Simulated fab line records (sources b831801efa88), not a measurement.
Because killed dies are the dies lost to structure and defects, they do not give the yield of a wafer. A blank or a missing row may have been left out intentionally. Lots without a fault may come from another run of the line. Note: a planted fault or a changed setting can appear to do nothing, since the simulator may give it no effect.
What tool caused it? -- flow sky130 -- Sampling: 6 lots, 18 wafers, 4 of 708 route steps

== WHAT THE GAUGES SHOWED, per wafer ==
SKY_METAL5_RS_MEAS_05: a four-point-probe measurement.
lot,measured,on,METAL5_ALCU_RS (ohm/sq)
L625,day 43 05:49,filmMetro-02,0.0268 0.0270 0.0268
L630,day 44 15:08,filmMetro-02,0.0273 0.0275 0.0273
L632,day 45 19:55,filmMetro-02,0.0268 0.0268 0.0268
L635,day 46 03:50,filmMetro-01,0.0268 0.0269 0.0271
L641,day 47 14:30,filmMetro-01,0.0270 0.0274 0.0270
L643,day 48 01:41,filmMetro-04,0.0275 0.0274 0.0277

== WHICH TOOL RAN EACH LOT (tool, then ch and the chambers of the sampled wafers, then the start) ==
lot,SKY_VIA4_STRIP_13,SKY_VIA4_CVD_18,SKY_METAL5_SPUTTER_00
L625,"plasmaAsher-01 ch 0,1, day 43 04:22","cvdW-02 ch 0,1, day 43 05:02","pvdSputter-01, day 43 05:37"
L630,"plasmaAsher-03 ch 0,1, day 44 13:34","cvdW-01 ch 1, day 44 14:13","pvdSputter-01, day 44 14:58"
L632,"plasmaAsher-04 ch 0,1, day 45 18:14","cvdW-02 ch 0,1, day 45 18:55","pvdSputter-01, day 45 19:46"
L635,"plasmaAsher-01 ch 0,1, day 46 02:22","cvdW-01 ch 0,1, day 46 03:01","pvdSputter-01, day 46 03:40"
L641,"plasmaAsher-01 ch 0,1, day 47 11:05","cvdW-02 ch 0,1, day 47 12:55","pvdSputter-01, day 47 14:11"
L643,"plasmaAsher-01 ch 0,1, day 47 23:46","cvdW-02 ch 0,1, day 48 00:52","pvdSputter-04, day 48 01:29"
- SKY_VIA4_STRIP_13: strips in O2/N2.
- SKY_VIA4_CVD_18: deposits W, target thk 505 nm, time 152.14 s.
- SKY_METAL5_SPUTTER_00: material Ti, target thk 15 nm, time 10 s.

== THE ANSWER, worked out from the rows above alone ==
Rule: what is usual is taken from the lots themselves. The widest of any qualifying gaps counts: lots, ordered by their means at a reading, are off when they make up no more than a third of the lots, leave a main group of 4 or more, and stand apart from it by 3 or more times the standard deviation of that group's means. If all means in a main group match to the digits the tables above print for the reading, that group is not used. A lot without any number at a reading at which 4 lots or more have one is off too. Any other lot the step has rows for is counted as sound.
None of the lots is off at any reading shown; this tells nothing.

== WHAT THE SIMULATOR HAD PUT IN ==
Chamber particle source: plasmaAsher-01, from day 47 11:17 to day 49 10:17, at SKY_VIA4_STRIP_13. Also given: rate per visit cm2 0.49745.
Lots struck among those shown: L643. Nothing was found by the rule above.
